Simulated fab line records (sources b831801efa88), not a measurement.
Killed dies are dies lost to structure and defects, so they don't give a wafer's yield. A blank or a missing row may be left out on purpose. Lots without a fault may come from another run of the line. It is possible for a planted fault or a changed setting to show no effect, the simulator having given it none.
Which tool did it? | flow sky130 | 12 lots with 36 wafers sampled at 5 steps, on a route of 708 steps

## WHAT THE GAUGES READ, wafer by wafer
SKY_LDD_LDN_TW_MEAS_13. Usual: LDD_LDN_TW typically reads 1473, with standard deviation 12.
lot  | measured     | on            | LDD_LDN_TW     | flag
L193 | day 23 04:01 | film_metro-01 | 1478 1486 1484 |
L194 | day 23 17:29 | film_metro-04 | 1459 1475 1469 |
L196 | day 25 10:00 | film_metro-01 | 1493 1495 1488 |
L203 | day 26 21:26 | film_metro-03 | 1411 1406 1407 | OFF
L204 | day 27 08:34 | film_metro-01 | 1426 1416 1420 | OFF
L206 | day 27 21:27 | film_metro-03 | 1470 1475 1471 |
L207 | day 28 08:22 | film_metro-04 | 1467 1461 1459 |
L208 | day 28 14:37 | film_metro-01 | 1500 1484 1494 |
L211 | day 30 01:40 | film_metro-03 | 1475 1472 1476 |
L213 | day 30 02:53 | film_metro-04 | 1462 1464 1464 |
L214 | day 30 07:41 | film_metro-04 | 1461 1459 1458 |
L215 | day 30 18:14 | film_metro-03 | 1477 1482 1469 |

SKY_VIA1_THK_MEAS_01. Usual: VIA1_HDPCVD_THK typically reads 1028 nm, with standard deviation 10.
lot  | measured     | on            | VIA1_HDPCVD_THK (nm) | flag
L193 | day 33 01:05 | film_metro-03 | 1020 1056 1037       |
L194 | day 33 15:10 | film_metro-02 | 1022 1036 1044       |
L196 | day 35 01:56 | film_metro-01 | 1030 1040 1024       |
L203 | day 36 11:44 | film_metro-03 | 1034 1049 1044       |
L204 | day 36 19:36 | film_metro-03 | 1047 1045 1043       |
L206 | day 37 10:53 | film_metro-01 | 1023 1023 1018       |
L207 | day 37 16:34 | film_metro-01 | 1022 1027 1025       |
L208 | day 38 00:14 | film_metro-03 | 1040 1030 1024       |
L211 | day 39 06:29 | film_metro-01 | 1005 1008 1026       |
L213 | day 39 10:25 | film_metro-02 | 1025 1004 1021       |
L214 | day 39 15:28 | film_metro-02 | 1037 1040 1028       |
L215 | day 39 22:40 | film_metro-03 | 1023 1027 1018       |

## WHICH TOOL RAN EACH LOT (tool, then ch and the chambers of the sampled wafers, then the start)
lot  | SKY_LDD_LDN_IMPLANT_08          | SKY_METAL1_SPUTTER_01        | SKY_METAL1_ETCH_18
L193 | implanter-04 ch 0, day 23 03:20 | pvd_sputter-04, day 31 20:35 | rie_metal-02 ch 0,1, day 33 00:13
L194 | implanter-01 ch 0, day 23 16:47 | pvd_sputter-01, day 32 10:56 | rie_metal-04 ch 0,1, day 33 14:16
L196 | implanter-03 ch 0, day 25 09:19 | pvd_sputter-03, day 33 22:14 | rie_metal-03 ch 0,1, day 35 01:04
L203 | implanter-03 ch 0, day 26 20:44 | pvd_sputter-04, day 35 08:40 | rie_metal-02 ch 0,1, day 36 10:52
L204 | implanter-03 ch 0, day 27 07:52 | pvd_sputter-03, day 35 17:41 | rie_metal-03 ch 0,1, day 36 18:45
L206 | implanter-01 ch 0, day 27 20:46 | pvd_sputter-01, day 36 07:48 | rie_metal-03 ch 0,1, day 37 09:58
L207 | implanter-04 ch 0, day 28 07:40 | pvd_sputter-01, day 36 13:29 | rie_metal-03 ch 0,1, day 37 15:42
L208 | implanter-01 ch 0, day 28 13:56 | pvd_sputter-04, day 36 21:30 | rie_metal-03 ch 0,1, day 37 23:23
L211 | implanter-04 ch 0, day 30 00:58 | pvd_sputter-01, day 38 04:40 | rie_metal-02 ch 0,1, day 39 05:37
L213 | implanter-04 ch 0, day 30 02:13 | pvd_sputter-03, day 38 07:47 | rie_metal-03 ch 0,1, day 39 09:32
L214 | implanter-04 ch 0, day 30 06:59 | pvd_sputter-01, day 38 12:58 | rie_metal-02 ch 0,1, day 39 14:36
L215 | implanter-04 ch 0, day 30 17:32 | pvd_sputter-03, day 38 20:17 | rie_metal-02 ch 1, day 39 21:49
- SKY_LDD_LDN_IMPLANT_08
- SKY_METAL1_SPUTTER_01: material TiN, target thk 20 nm, time 16.7 s.
- SKY_METAL1_ETCH_18: etches BARC in N2/H2, stops on SiO2, time 45.9 s, target depth 60 nm.

## AS READ BY THE TOOLS THEMSELVES (means over the sampled wafers that have a number; for cases with no such wafer, the mark the record gives instead)
SKY_LDD_LDN_IMPLANT_08. Usual: dose_ions_cm2 1.2503e+13, standard deviation 1.3e+10; faraday_current_uA 70.4, standard deviation 1.4.
lot  | tool         | dose_ions_cm2 | faraday_current_uA | flag
L193 | implanter-04 | 1.2502e+13    | 69.3               |
L194 | implanter-01 | 1.2514e+13    | 69.3               |
L196 | implanter-03 | 1.2504e+13    | 71.1               |
L203 | implanter-03 | 5.2890e+12    | 29.7               | OFF
L204 | implanter-03 | 5.3200e+12    | 30.1               | OFF
L206 | implanter-01 | 1.2513e+13    | 70.6               |
L207 | implanter-04 | 1.2505e+13    | 71.9               |
L208 | implanter-01 | 1.2491e+13    | 70.4               |
L211 | implanter-04 | 1.2498e+13    | 71.0               |
L213 | implanter-04 | 1.2520e+13    | 71.0               |
L214 | implanter-04 | 1.2495e+13    | 70.0               |
L215 | implanter-04 | 1.2515e+13    | 69.5               |

SKY_METAL1_SPUTTER_01. Usual: throttle_valve_pct at 29.9 %, with a standard deviation of 0.98.
lot  | tool           | throttle_valve_pct (%) | flag
L193 | pvd_sputter-04 | 28.6                   |
L194 | pvd_sputter-01 | 29.4                   |
L196 | pvd_sputter-03 | 30.2                   |
L203 | pvd_sputter-04 | 29.7                   |
L204 | pvd_sputter-03 | 29.6                   |
L206 | pvd_sputter-01 | 29.6                   |
L207 | pvd_sputter-01 | 28.8                   |
L208 | pvd_sputter-04 | 30.2                   |
L211 | pvd_sputter-01 | 30.9                   |
L213 | pvd_sputter-03 | 30.3                   |
L214 | pvd_sputter-01 | 30.4                   |
L215 | pvd_sputter-03 | 29.6                   |

SKY_METAL1_ETCH_18. Usual: drypump_motor_current_A 5.6 A, standard deviation 0.53; n2_flow_sccm 100.03 sccm, standard deviation 0.28; oes_product_au 0.855 a.u., standard deviation 0.005; throttle_valve_pct 13.224 %, standard deviation 0.009.
lot  | tool         | drypump_motor_current_A (A) | n2_flow_sccm (sccm) | oes_product_au (a.u.) | throttle_valve_pct (%) | flag
L193 | rie_metal-02 | 6.0                         | 100.08              | 0.861                 | 13.222                 |
L194 | rie_metal-04 | 5.9                         | 99.88               | 0.852                 | 13.222                 |
L196 | rie_metal-03 | 5.3                         | 100.32              | 0.855                 | 13.221                 |
L203 | rie_metal-02 | 6.0                         | 99.98               | 0.855                 | 13.222                 |
L204 | rie_metal-03 | 5.4                         | 100.07              | 0.853                 | 13.234                 |
L206 | rie_metal-03 | 5.6                         | 100.09              | 0.856                 | 13.216                 |
L207 | rie_metal-03 | 5.3                         | 100.19              | 0.855                 | 13.227                 |
L208 | rie_metal-03 | 5.3                         | 100.22              | 0.857                 | 13.228                 |
L211 | rie_metal-02 | 5.9                         | 99.83               | 0.854                 | 13.231                 |
L213 | rie_metal-03 | 5.3                         | 100.06              | 0.852                 | 13.225                 |
L214 | rie_metal-02 | 6.0                         | 100.24              | 0.857                 | 13.222                 |
L215 | rie_metal-02 | 6.0                         | 100.10              | 0.857                 | 13.218                 |

## THE ANSWER, worked out from the rows above alone
Rule: take the mean of a lot's wafers that have a number; if it is more than 3 standard deviations from the usual mean, the lot is off. Also off: a lot with no number at a reading for which 4 or more lots have one. Where the step has rows for the other lots, those lots are counted as sound. After the gauges, taken in route order, come the tools' own readings; for these a lot's mean is taken, as printed above. The first step at which some lot is off is used, and at that step the reading that is off furthest; a lot without a number counts as furthest.
Off: at SKY_LDD_LDN_TW_MEAS_13 (LDD_LDN_TW), L203, L204.
If a tool, at a process step before that reading, ran all the lots that are off and no sound lot after the first of them, it fits. The gauges at SKY_LDD_LDN_TW_MEAS_13 aren't tried: what is off there is off at SKY_LDD_LDN_IMPLANT_08 too, on other tools, and a gauge's error can't cause that. One candidate fits, namely implanter-03 at SKY_LDD_LDN_IMPLANT_08. Its last sound lot is L196 (day 25 09:19), its first lot that is off L203 (day 26 20:44): a fault that began between those two fits.
The tool's own readings at SKY_LDD_LDN_IMPLANT_08 bear it out: on the lots that are off they differ by more than 5 times the standard deviation of the sound lots' means. dose_ions_cm2 reads 5.3045e+12 there against 1.2506e+13 on the sound lots; faraday_current_uA reads 29.9 there against 70.4 on the sound lots.

## WHAT THE SIMULATOR HAD PUT IN
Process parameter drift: implanter-03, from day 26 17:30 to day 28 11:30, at SKY_LDD_LDN_IMPLANT_08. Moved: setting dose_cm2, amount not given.
Lots struck among those shown: L203, L204. The rule above reached the same finding.
